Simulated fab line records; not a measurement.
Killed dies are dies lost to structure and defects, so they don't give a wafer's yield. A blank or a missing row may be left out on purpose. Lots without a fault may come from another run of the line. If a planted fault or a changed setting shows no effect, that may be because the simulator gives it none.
fab line records	flow gf180mcu	part 1 of 2: steps 1 to 32 of 41
record lots=5	wafers=15	last_day=33
route steps=602 shown NSD@244 PSD@248 SAB@264 SALICIDE@278
lots that met no fault: from a run of the same line without faults
start_h: the number of hours between the record's first day and the start of the first shown wafer of the lot	wait_h: how many hours have passed since the lot's step before this one	" the same as in the row above	L1.1+2: a row that stands for several wafers	- no value, or no start was given	* or withheld: withheld	< > ~ a bound
route shown NAME@n: names a module that has steps shown in the file, with the first one's number in the route	usual: mean and standard deviation over wafers with no fault	same: alike in all rows	chamber/n: place in a boat	sites: each site's reading	_std_site: standard deviation of those values	_edge_site: inner sites' mean taken away from outer sites' mean	radius_mm: how far each site lies from the wafer's centre	mask NAME#n: copy n	behind: the tool/chamber that last shaped the wafer	hold: what put the lot on hold/how long, in hours/how the hold closed	device: whichever transistor did not switch (one of n, p or np)	end of line: the same wafers' tests at the end of the route	step lacking rows: just its recipe	killed: dies that structure and defects cost at the first sort, which is not the same as the wafer's yield	map: dies across one wafer; x = killed, . = not, _ = none there
set.NAME: the setting that was run; set.NAME@STEP: the one run at that earlier step	model.NAME: the simulator's own value behind a step, which no gauge read
lots at some steps of the route; a table a step, a row a wafer
services: the hour from which a tool's chamber was out of use, counted from the record's first day as start_h (under 0 if before that day), plus the number of hours and why
## steps
# step GF_NSD_IMPLANT_09
# recipe species=As	energy_kev=60	dose_cm2=4e+15	tilt_deg=7
# usual beam_energy_keV=59.999/0.021
lot.wafer	tool	chamber	start_h	wait_h	beam_energy_keV
L078.2	implanter-01	0	327.11	0.0	60.005
L078.3	"	0	"	"	60.008
L078.4	"	0	"	"	59.974
L085.1	implanter-02	0	389.45	0.0	59.986
L085.2	"	0	"	"	59.990
L085.3	"	0	"	"	60.003
L087.2	implanter-03	0	406.36	0.0	59.970
L087.4	"	0	"	"	59.984
L087.5	"	0	"	"	59.999
L093.1	implanter-03	0	455.19	0.0	59.990
L093.2	"	0	"	"	60.004
L093.6	"	0	"	"	60.006
L094.2	implanter-03	0	459.32	0.0	60.019
L094.3	"	0	"	"	60.021
L094.6	"	0	"	"	60.031
# step GF_NSD_IMPLANT_10
# recipe species=P	energy_kev=40	dose_cm2=5e+14	tilt_deg=7
# usual beam_energy_keV=40.000/0.012
lot.wafer	tool	chamber	start_h	wait_h	beam_energy_keV
L078.2	implanter-01	0	327.26	0.1	39.999
L078.3	"	0	"	"	40.001
L078.4	"	0	"	"	40.019
L085.1	implanter-02	0	389.60	0.1	39.993
L085.2	"	0	"	"	39.962
L085.3	"	0	"	"	39.990
L087.2	implanter-03	0	406.51	0.1	39.996
L087.4	"	0	"	"	40.016
L087.5	"	0	"	"	40.020
L093.1	implanter-03	0	455.34	0.1	39.998
L093.2	"	0	"	"	39.990
L093.6	"	0	"	"	39.986
L094.2	implanter-03	0	459.47	0.1	40.015
L094.3	"	0	"	"	39.986
L094.6	"	0	"	"	40.000
# step GF_NSD_STRIP_11
# recipe chemistry=O2/N2	power_w=1400	pressure_mtorr=1500	platen_temp_c=250	o2_flow_sccm=3000	n2_flow_sccm=300	overash_fraction=0.5
# usual drypump_motor_current_A=5.9/0.47	heater_power_w=317/49	oes_product_au=0.488/0.0044	strip_time_to_endpoint_s=22.97/0.033
lot.wafer	tool	chamber	start_h	wait_h	drypump_motor_current_A	heater_power_w	oes_product_au	rf_hours_counter_h	strip_time_to_endpoint_s
L078.2	plasma_asher-02	1	327.39	0.1	5.9	273	0.487	70	22.92
L078.3	"	1	"	"	5.9	269	0.492	-	22.93
L078.4	"	0	"	"	5.4	423	0.486	-	22.95
L085.1	plasma_asher-02	0	389.75	0.1	5.4	426	0.489	76	22.94
L085.2	"	1	"	"	6.0	273	0.487	76	22.98
L085.3	"	1	"	"	5.9	270	0.486	-	23.00
L087.2	plasma_asher-03	0	406.64	0.1	6.3	252	0.489	76	22.88
L087.4	"	0	"	"	6.2	250	0.487	-	22.90
L087.5	"	1	"	"	6.5	370	0.492	-	22.88
L093.1	plasma_asher-04	1	455.49	0.1	5.3	322	0.488	65	22.99
L093.2	"	0	"	"	6.3	297	0.484	65	23.02
L093.6	"	1	"	"	5.3	323	0.491	-	22.97
L094.2	plasma_asher-04	0	459.59	0.1	6.3	304	0.489	65	22.97
L094.3	"	0	"	"	6.3	306	0.484	-	22.99
L094.6	"	1	"	"	5.3	315	0.480	-	22.98
# step GF_NSD_TW_MEAS_12
# usual NSD_TW=4213/50
lot.wafer	tool	chamber	start_h	wait_h	NSD_TW
L078.2	film_metro-04	-	327.50	0.1	4196
L078.3	"	-	"	"	4219
L078.4	"	-	"	"	4201
L085.1	film_metro-04	-	389.85	0.1	4185
L085.2	"	-	"	"	4169
L085.3	"	-	"	"	4197
L087.2	film_metro-04	-	406.75	0.1	4155
L087.4	"	-	"	"	4153
L087.5	"	-	"	"	4144
L093.1	film_metro-03	-	455.59	0.1	4161
L093.2	"	-	"	"	4182
L093.6	"	-	"	"	4183
L094.2	film_metro-03	-	459.70	0.1	4224
L094.3	"	-	"	"	4205
L094.6	"	-	"	"	4233
# step GF_PSD_DEHYDRATE_00
# recipe temp_c=200	time_s=60
# same time_s=60
lot.wafer	tool	chamber	start_h	wait_h
L078.2+3+4	litho_track-01	0	337.31	9.8
L085.1+2+3	litho_track-04	0	400.19	10.3
L087.2+4+5	litho_track-01	0	418.21	11.4
L093.1+2+6	litho_track-01	0	466.63	11.0
L094.2+3+6	litho_track-03	0	471.37	11.7
# step GF_PSD_HMDS_01
# recipe prime_time_s=60	prime_temp_c=120
lot.wafer	tool	chamber	start_h	wait_h
L078.2+3+4	litho_track-01	0	337.46	0.1
L085.1+2+3	litho_track-04	0	400.34	0.1
L087.2+4+5	litho_track-01	0	418.36	0.1
L093.1+2+6	litho_track-01	0	466.78	0.1
L094.2+3+6	litho_track-03	0	471.52	0.1
# step GF_PSD_COAT_02
# recipe resist=NOVOLAK	spin_rpm=3000	resist_thk_nm=1000
lot.wafer	tool	chamber	start_h	wait_h
L078.2+3+4	litho_track-01	0	337.61	0.1
L085.1+2+3	litho_track-04	0	400.49	0.1
L087.2+4+5	litho_track-01	0	418.51	0.1
L093.1+2+6	litho_track-01	0	466.93	0.1
L094.2+3+6	litho_track-03	0	471.67	0.1
# step GF_PSD_SOFTBAKE_03
# recipe temp_c=90	time_s=60	resist=NOVOLAK
# same time_s=60
lot.wafer	tool	chamber	start_h	wait_h
L078.2+3+4	litho_track-01	0	337.76	0.1
L085.1+2+3	litho_track-04	0	400.64	0.1
L087.2+4+5	litho_track-01	0	418.66	0.1
L093.1+2+6	litho_track-01	0	467.08	0.1
L094.2+3+6	litho_track-03	0	471.82	0.1
# step GF_PSD_EXPOSE_04
# recipe mask_id=Pplus	target_cd_nm=400	na=0.6	source_shape=conventional	sigma_outer=0.6	dose_mj=140
lot.wafer	tool	chamber	start_h	wait_h	mask
L078.2+3+4	iline_stepper-01	0	-	-	Pplus#0
L085.1+2+3	iline_stepper-01	0	-	-	Pplus#0
L087.2+4+5	iline_stepper-02	0	-	-	Pplus#0
L093.1+2+6	iline_stepper-01	0	-	-	Pplus#0
L094.2+3+6	iline_stepper-02	0	-	-	Pplus#0
# step GF_PSD_PEB_05
# recipe temp_c=withheld	time_s=*	resist=NOVOLAK
# same time_s=*
lot.wafer	tool	chamber	start_h	wait_h
L078.2+3+4	litho_track-01	0	-	-
L085.1+2+3	litho_track-04	0	-	-
L087.2+4+5	litho_track-01	0	-	-
L093.1+2+6	litho_track-01	0	-	-
L094.2+3+6	litho_track-03	0	-	-
# step GF_PSD_DEVELOP_06
# recipe develop_time_s=60	dev_temp_c=23
lot.wafer	tool	chamber	start_h	wait_h
L078.2+3+4	litho_track-01	0	348.11	0.1
L085.1+2+3	litho_track-04	0	412.34	0.1
L087.2+4+5	litho_track-01	0	430.01	0.1
L093.1+2+6	litho_track-01	0	479.13	0.1
L094.2+3+6	litho_track-03	0	483.52	0.1
# step GF_PSD_CD_MEAS_07
# recipe target_cd_nm=400
# usual cd_nm=399.9/2.4
lot.wafer	tool	chamber	start_h	wait_h	cd_nm
L078.2	cd_sem-02	-	348.25	0.1	399.0
L078.3	"	-	"	"	397.1
L078.4	"	-	"	"	396.7
L085.1	cd_sem-02	-	412.49	0.1	394.9
L085.2	"	-	"	"	396.7
L085.3	"	-	"	"	397.2
L087.2	cd_sem-01	-	430.15	0.1	397.6
L087.4	"	-	"	"	396.9
L087.5	"	-	"	"	397.3
L093.1	cd_sem-02	-	479.28	0.1	401.9
L093.2	"	-	"	"	401.5
L093.6	"	-	"	"	401.2
L094.2	cd_sem-02	-	483.66	0.1	403.4
L094.3	"	-	"	"	402.3
L094.6	"	-	"	"	401.4
# step GF_PSD_OVL_MEAS_08
# usual PSD_OVL=-0.8/1.5
lot.wafer	tool	chamber	start_h	wait_h	PSD_OVL[nm]
L078.2	overlay-02	-	348.36	0.1	-0.3
L078.3	"	-	"	"	-1.1
L078.4	"	-	"	"	0.1
L085.1	overlay-02	-	412.61	0.1	1.0
L085.2	"	-	"	"	-0.4
L085.3	"	-	"	"	-0.9
L087.2	overlay-01	-	430.26	0.1	-2.1
L087.4	"	-	"	"	-1.9
L087.5	"	-	"	"	-1.9
L093.1	overlay-01	-	479.40	0.1	-3.4
L093.2	"	-	"	"	-2.7
L093.6	"	-	"	"	-1.5
L094.2	overlay-02	-	483.77	0.1	0.7
L094.3	"	-	"	"	0.4
L094.6	"	-	"	"	0.6
# step GF_PSD_IMPLANT_09
# recipe species=BF2	energy_kev=40	dose_cm2=1.5e+15	tilt_deg=7
# usual beam_energy_keV=39.999/0.013
lot.wafer	tool	chamber	start_h	wait_h	beam_energy_keV
L078.2	implanter-02	0	348.41	0.0	39.983
L078.3	"	0	"	"	39.976
L078.4	"	0	"	"	39.989
L085.1	implanter-03	0	412.65	0.0	39.978
L085.2	"	0	"	"	39.979
L085.3	"	0	"	"	39.981
L087.2	implanter-02	0	430.31	0.0	39.995
L087.4	"	0	"	"	39.998
L087.5	"	0	"	"	39.999
L093.1	implanter-03	0	479.44	0.0	40.016
L093.2	"	0	"	"	40.013
L093.6	"	0	"	"	40.014
L094.2	implanter-04	0	483.82	0.0	39.996
L094.3	"	0	"	"	39.987
L094.6	"	0	"	"	40.011
# step GF_PSD_STRIP_10
# recipe chemistry=O2/N2	power_w=1400	pressure_mtorr=1500	platen_temp_c=250	o2_flow_sccm=3000	n2_flow_sccm=300	overash_fraction=0.5
# usual drypump_motor_current_A=5.6/0.44	heater_power_w=319/41	oes_product_au=0.592/0.0044	strip_time_to_endpoint_s=16.55/0.046
lot.wafer	tool	chamber	start_h	wait_h	drypump_motor_current_A	heater_power_w	oes_product_au	rf_hours_counter_h	strip_time_to_endpoint_s
L078.2	plasma_asher-01	1	348.54	0.1	5.0	333	0.589	23	16.56
L078.3	"	0	"	"	5.5	285	0.597	-	16.58
L078.4	"	1	"	"	5.0	347	0.591	-	16.58
L085.1	plasma_asher-02	0	412.80	0.1	5.4	410	0.594	79	16.51
L085.2	"	1	"	"	5.9	272	0.595	79	16.51
L085.3	"	1	"	"	5.9	269	0.584	-	16.48
L087.2	plasma_asher-01	0	430.44	0.1	5.5	280	0.587	32	16.50
L087.4	"	1	"	"	5.0	343	0.594	-	16.53
L087.5	"	1	"	"	5.0	350	0.592	-	16.53
L093.1	plasma_asher-04	0	479.59	0.1	6.3	301	0.590	68	16.49
L093.2	"	1	"	"	5.3	326	0.588	68	16.50
L093.6	"	1	"	"	5.3	322	0.585	-	16.51
L094.2	plasma_asher-02	1	483.95	0.1	5.9	264	0.597	5	16.59
L094.3	"	0	"	"	5.3	390	0.590	-	16.63
L094.6	"	1	"	"	6.0	264	0.595	-	16.63
# step GF_PSD_TW_MEAS_11
# usual PSD_TW=3160/36
lot.wafer	tool	chamber	start_h	wait_h	PSD_TW
L078.2	film_metro-04	-	348.65	0.1	3147
L078.3	"	-	"	"	3155
L078.4	"	-	"	"	3149
L085.1	film_metro-04	-	412.90	0.1	3120
L085.2	"	-	"	"	3152
L085.3	"	-	"	"	3126
L087.2	film_metro-03	-	430.55	0.1	3104
L087.4	"	-	"	"	3104
L087.5	"	-	"	"	3113
L093.1	film_metro-03	-	479.69	0.1	3131
L093.2	"	-	"	"	3125
L093.6	"	-	"	"	3152
L094.2	film_metro-03	-	484.06	0.1	3123
L094.3	"	-	"	"	3111
L094.6	"	-	"	"	3126
# step GF_PSD_CLEAN_12
# recipe chemistry=SC1/SC2	mix=1:4:20	temp_c=70	time_s=150	dry=n2_spin
# same time_s=150
lot.wafer	tool	chamber	start_h	wait_h
L078.2+3+4	wet_bench-01	1	348.70	0.0
L085.1+2+3	wet_bench-03	0	412.96	0.1
L087.2+4+5	wet_bench-01	0	430.60	0.0
L093.1+2+6	wet_bench-01	3	479.75	0.1
L094.2+3+6	wet_bench-02	1	484.11	0.0
# step GF_PSD_RTA_13
# recipe temp_c=1025	time_s=20	ambient=N2
# usual anneal_temp_c_max=1030.8/2.4	lamp_power_pct=32.7/1.8	wafer_temp_C_max=1030.1/1.6
# same time_s=20
lot.wafer	tool	chamber	start_h	wait_h	anneal_temp_c_max	lamp_power_pct	wafer_temp_C_max
L078.2	rtp_anneal-01	0	348.77	0.0	1031.8	35.0	1028.1
L078.3	"	0	"	"	1033.7	35.0	1028.6
L078.4	"	0	"	"	1032.6	35.0	1028.2
L085.1	rtp_anneal-01	0	413.01	0.0	1032.4	35.0	1028.6
L085.2	"	0	"	"	1036.1	35.0	1027.6
L085.3	"	0	"	"	1034.0	35.0	1028.1
L087.2	rtp_anneal-02	0	430.67	0.0	1029.3	31.3	1032.9
L087.4	"	0	"	"	1028.1	31.3	1029.9
L087.5	"	0	"	"	1030.1	31.2	1031.8
L093.1	rtp_anneal-02	0	479.80	0.0	1028.0	31.3	1029.1
L093.2	"	0	"	"	1028.9	31.3	1030.9
L093.6	"	0	"	"	1029.0	31.3	1031.5
L094.2	rtp_anneal-02	0	484.17	0.0	1028.4	31.3	1031.0
L094.3	"	0	"	"	1028.5	31.2	1029.7
L094.6	"	0	"	"	1028.6	31.2	1030.2
# step GF_PSD_RS_MEAS_14
# recipe thk_meas_gauge=four-point-probe
# usual NSD_RS=46.09/0.077
lot.wafer	tool	chamber	start_h	wait_h	NSD_RS[ohm/sq]
L078.2	film_metro-04	-	348.86	0.1	46.02
L078.3	"	-	"	"	45.95
L078.4	"	-	"	"	46.10
L085.1	film_metro-04	-	413.09	0.1	46.15
L085.2	"	-	"	"	46.05
L085.3	"	-	"	"	46.16
L087.2	film_metro-01	-	430.76	0.1	46.15
L087.4	"	-	"	"	46.08
L087.5	"	-	"	"	46.18
L093.1	film_metro-01	-	479.88	0.1	46.14
L093.2	"	-	"	"	46.08
L093.6	"	-	"	"	46.04
L094.2	film_metro-04	-	484.26	0.1	46.12
L094.3	"	-	"	"	46.04
L094.6	"	-	"	"	46.12
# step GF_PSD_RS_MEAS_15
# recipe thk_meas_gauge=four-point-probe
# usual PSD_RS=108.46/0.24
lot.wafer	tool	chamber	start_h	wait_h	PSD_RS[ohm/sq]
L078.2	film_metro-04	-	348.98	0.1	108.24
L078.3	"	-	"	"	108.05
L078.4	"	-	"	"	108.38
L085.1	film_metro-04	-	413.21	0.1	108.41
L085.2	"	-	"	"	108.41
L085.3	"	-	"	"	108.58
L087.2	film_metro-01	-	430.88	0.1	108.43
L087.4	"	-	"	"	108.37
L087.5	"	-	"	"	108.47
L093.1	film_metro-01	-	480.00	0.1	108.37
L093.2	"	-	"	"	108.43
L093.6	"	-	"	"	108.02
L094.2	film_metro-04	-	484.38	0.1	108.10
L094.3	"	-	"	"	108.24
L094.6	"	-	"	"	108.33
# step GF_SAB_CVD_00
# recipe material=SiO2	target_thk_nm=50	precursor=TEOS	temp_c=400	time_s=4.9302	rf_w=600
# usual heater_power_w=614/74	susceptor_temp_C=400.00/0.23
# same time_s=4.9302
lot.wafer	tool	chamber	start_h	wait_h	heater_power_w	since_wet_clean_h	susceptor_temp_C
L078.2	pecvd-01	0	349.08	0.1	607	383	399.82
L078.3	"	1	"	"	609	383	400.29
L078.4	"	0	"	"	599	-	399.75
L085.1	pecvd-04	0	413.33	0.1	780	655	399.95
L085.2	"	2	"	"	567	655	399.81
L085.3	"	1	"	"	607	655	399.81
L087.2	pecvd-01	0	430.98	0.1	524	465	400.33
L087.4	"	2	"	"	629	-	400.01
L087.5	"	1	"	"	680	-	400.14
L093.1	pecvd-01	2	480.12	0.1	616	514	399.97
L093.2	"	1	"	"	595	514	399.56
L093.6	"	1	"	"	578	-	399.77
L094.2	pecvd-04	2	484.48	0.1	532	726	399.96
L094.3	"	1	"	"	571	726	400.03
L094.6	"	1	"	"	572	-	399.93
# step GF_SAB_THK_MEAS_01
# recipe reads=SiO2_of_SAB_CVD_00
# usual SAB_CVD_00_THK=50.0/0.63
lot.wafer	tool	chamber	start_h	wait_h	SAB_CVD_00_THK[nm]
L078.2	film_metro-02	-	349.11	0.0	49.8
L078.3	"	-	"	"	50.3
L078.4	"	-	"	"	50.4
L085.1	film_metro-03	-	413.35	0.0	50.3
L085.2	"	-	"	"	49.4
L085.3	"	-	"	"	50.0
L087.2	film_metro-04	-	431.01	0.0	50.1
L087.4	"	-	"	"	50.9
L087.5	"	-	"	"	50.0
L093.1	film_metro-02	-	480.14	0.0	48.9
L093.2	"	-	"	"	49.4
L093.6	"	-	"	"	49.9
L094.2	film_metro-02	-	484.51	0.0	48.8
L094.3	"	-	"	"	49.3
L094.6	"	-	"	"	50.2
# step GF_SAB_DEHYDRATE_02
# recipe temp_c=200	time_s=60
# same time_s=60
lot.wafer	tool	chamber	start_h	wait_h
L078.2+3+4	litho_track-04	0	359.32	10.2
L085.1+2+3	litho_track-02	0	423.94	10.6
L087.2+4+5	litho_track-02	0	443.01	12.0
L093.1+2+6	litho_track-01	0	491.08	10.9
L094.2+3+6	litho_track-01	0	495.76	11.2
# step GF_SAB_HMDS_03
# recipe prime_time_s=60	prime_temp_c=120
lot.wafer	tool	chamber	start_h	wait_h
L078.2+3+4	litho_track-04	0	359.47	0.1
L085.1+2+3	litho_track-02	0	424.09	0.1
L087.2+4+5	litho_track-02	0	443.16	0.1
L093.1+2+6	litho_track-01	0	491.23	0.1
L094.2+3+6	litho_track-01	0	495.91	0.1
# step GF_SAB_COAT_04
# recipe resist=NOVOLAK	spin_rpm=3000	resist_thk_nm=1000
lot.wafer	tool	chamber	start_h	wait_h
L078.2+3+4	litho_track-04	0	359.62	0.1
L085.1+2+3	litho_track-02	0	424.24	0.1
L087.2+4+5	litho_track-02	0	443.31	0.1
L093.1+2+6	litho_track-01	0	491.38	0.1
L094.2+3+6	litho_track-01	0	496.06	0.1
# step GF_SAB_SOFTBAKE_05
# recipe temp_c=90	time_s=60	resist=NOVOLAK
# same time_s=60
lot.wafer	tool	chamber	start_h	wait_h
L078.2+3+4	litho_track-04	0	359.77	0.1
L085.1+2+3	litho_track-02	0	424.39	0.1
L087.2+4+5	litho_track-02	0	443.46	0.1
L093.1+2+6	litho_track-01	0	491.53	0.1
L094.2+3+6	litho_track-01	0	496.21	0.1
# step GF_SAB_EXPOSE_06
# recipe mask_id=SAB	target_cd_nm=420	na=0.6	source_shape=conventional	sigma_outer=0.6	dose_mj=140
lot.wafer	tool	chamber	start_h	wait_h	mask
L078.2+3+4	iline_stepper-01	0	-	-	SAB#0
L085.1+2+3	iline_stepper-01	0	-	-	SAB#0
L087.2+4+5	iline_stepper-02	0	-	-	SAB#0
L093.1+2+6	iline_stepper-02	0	-	-	SAB#0
L094.2+3+6	iline_stepper-02	0	-	-	SAB#0
# step GF_SAB_PEB_07
# recipe temp_c=withheld	time_s=*	resist=NOVOLAK
# same time_s=*
lot.wafer	tool	chamber	start_h	wait_h
L078.2+3+4	litho_track-01	0	-	-
L085.1+2+3	litho_track-01	0	-	-
L087.2+4+5	litho_track-01	0	-	-
L093.1+2+6	litho_track-04	0	-	-
L094.2+3+6	litho_track-02	0	-	-
# step GF_SAB_DEVELOP_08
# recipe develop_time_s=60	dev_temp_c=23
lot.wafer	tool	chamber	start_h	wait_h
L078.2+3+4	litho_track-01	0	371.26	0.1
L085.1+2+3	litho_track-01	0	436.78	0.1
L087.2+4+5	litho_track-01	0	454.71	0.1
L093.1+2+6	litho_track-04	0	502.74	0.1
L094.2+3+6	litho_track-02	0	507.56	0.1
# step GF_SAB_CD_MEAS_09
# recipe target_cd_nm=420
# usual cd_nm=420.3/2.4
lot.wafer	tool	chamber	start_h	wait_h	cd_nm
L078.2	cd_sem-02	-	371.40	0.1	423.1
L078.3	"	-	"	"	422.7
L078.4	"	-	"	"	425.7
L085.1	cd_sem-02	-	436.93	0.1	420.6
L085.2	"	-	"	"	421.9
L085.3	"	-	"	"	420.8
L087.2	cd_sem-01	-	454.85	0.1	415.2
L087.4	"	-	"	"	416.6
L087.5	"	-	"	"	417.9
L093.1	cd_sem-02	-	502.89	0.1	418.5
L093.2	"	-	"	"	422.3
L093.6	"	-	"	"	418.4
L094.2	cd_sem-01	-	507.70	0.1	420.8
L094.3	"	-	"	"	418.8
L094.6	"	-	"	"	417.6
# step GF_SAB_OVL_MEAS_10
# usual SAB_OVL=0.6/1.5
lot.wafer	tool	chamber	start_h	wait_h	SAB_OVL[nm]
L078.2	overlay-01	-	371.51	0.1	-0.5
L078.3	"	-	"	"	-0.4
L078.4	"	-	"	"	-0.6
L085.1	overlay-01	-	437.05	0.1	-1.5
L085.2	"	-	"	"	-1.1
L085.3	"	-	"	"	-0.3
L087.2	overlay-01	-	454.96	0.1	0.1
L087.4	"	-	"	"	-0.6
L087.5	"	-	"	"	-1.0
L093.1	overlay-01	-	503.01	0.1	-1.1
L093.2	"	-	"	"	-1.1
L093.6	"	-	"	"	1.8
L094.2	overlay-02	-	507.81	0.1	3.3
L094.3	"	-	"	"	3.6
L094.6	"	-	"	"	3.7
# step GF_SAB_ETCH_11
# recipe chemistry=C4F8/O2/Ar	mask_material=NOVOLAK	target=SiO2	target_depth_nm=55	source_w=1500	bias_w=1200	pressure_mtorr=40	c4f8_flow_sccm=withheld	O2_flow_sccm=6	Ar_flow_sccm=300	time_s=8.5
# usual bias_w=1200/3.4	oes_product_au=1.005/0.0076
# same time_s=8.5
lot.wafer	tool	chamber	start_h	wait_h	bias_w	oes_product_au
L078.2	rie_diel-04	3	371.54	0.0	1198	0.995
L078.3	"	2	"	"	1203	1.013
L078.4	"	1	"	"	1201	1.004
L085.1	rie_diel-03	2	437.09	0.0	1199	1.014
L085.2	"	0	"	"	1199	1.011
L085.3	"	3	"	"	1200	1.011
L087.2	rie_diel-02	1	454.99	0.0	1203	1.009
L087.4	"	2	"	"	1201	1.004
L087.5	"	1	"	"	1207	1.002
L093.1	rie_diel-02	2	503.05	0.0	1203	1.023
L093.2	"	0	"	"	1203	1.011
L093.6	"	0	"	"	1207	1.011
L094.2	rie_diel-03	0	507.84	0.0	1195	1.030
L094.3	"	2	"	"	1196	1.007
L094.6	"	2	"	"	1201	1.004
